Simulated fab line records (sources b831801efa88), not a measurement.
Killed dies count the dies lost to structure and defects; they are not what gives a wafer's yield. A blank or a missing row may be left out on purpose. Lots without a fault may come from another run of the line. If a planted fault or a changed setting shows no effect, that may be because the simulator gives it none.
Chamber matching :: flow gf180mcu :: pecvd-02 running GF_V1_CVD_02: 3 sister chambers
The step deposits SiO2 from TEOS, target thk 850 nm, time 94.851 s. 6 wafers are shown with their chamber, then 7 later ones without.

== WAFERS WITH THEIR CHAMBER ==
wafer: L702.3
chamber: 2
heater-power-w (W): 716
rf-fwd-power-W (W): 594.0

wafer: L706.1
chamber: 2
heater-power-w (W): 666
rf-fwd-power-W (W): 595.6

wafer: L709.1
chamber: 0
heater-power-w (W): 778
rf-fwd-power-W (W): 596.3

wafer: L709.4
chamber: 1
heater-power-w (W): 621
rf-fwd-power-W (W): 595.4

wafer: L713.1
chamber: 0
heater-power-w (W): 775
rf-fwd-power-W (W): 597.5

wafer: L713.3
chamber: 1
heater-power-w (W): 585
rf-fwd-power-W (W): 594.2

== WAFERS WHOSE CHAMBER IS MISSING ==
wafer: L713.4
heater-power-w (W): 785
rf-fwd-power-W (W): 597.0

wafer: L718.2
heater-power-w (W): 694
rf-fwd-power-W (W): 595.2

wafer: L718.4
heater-power-w (W): 681
rf-fwd-power-W (W): 598.3

wafer: L718.6
heater-power-w (W): 555
rf-fwd-power-W (W): 594.6

wafer: L719.1
heater-power-w (W): 705
rf-fwd-power-W (W): 595.5

wafer: L719.3
heater-power-w (W): 637
rf-fwd-power-W (W): 598.9

wafer: L719.4
heater-power-w (W): 667
rf-fwd-power-W (W): 600.9

== CHAMBER TAKEN BY EACH ==
wafer: L713.4
from the rows above: 0
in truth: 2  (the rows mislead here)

wafer: L718.2
from the rows above: 2
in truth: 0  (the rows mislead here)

wafer: L718.4
from the rows above: can't be placed: 2 or 0 or 1
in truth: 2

wafer: L718.6
from the rows above: 1
in truth: 1

wafer: L719.1
from the rows above: 2
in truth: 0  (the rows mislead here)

wafer: L719.3
from the rows above: can't be placed: 1 or 2 or 0
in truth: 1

wafer: L719.4
from the rows above: can't be placed: 0 or 2 or 1
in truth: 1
1 of 7 placed correctly. Not placeable from these rows: 3 (in 3, the candidates include the true chamber). Placed wrongly: 3.
How it was worked out, from the rows above alone: a wafer's distance from a chamber is the root of the sum, over the readings, of the square of ((its reading less the chamber's mean) divided by the reading's scatter). The wafer belongs to the nearest chamber; if the next one is less than 2 further off, it can't be placed. Each chamber's mean is taken over the wafers shown for it. How the scatter is found: for the shown wafers, subtract from each reading the mean of its chamber, square and add these, divide the total by (wafers less chambers), then take the root.
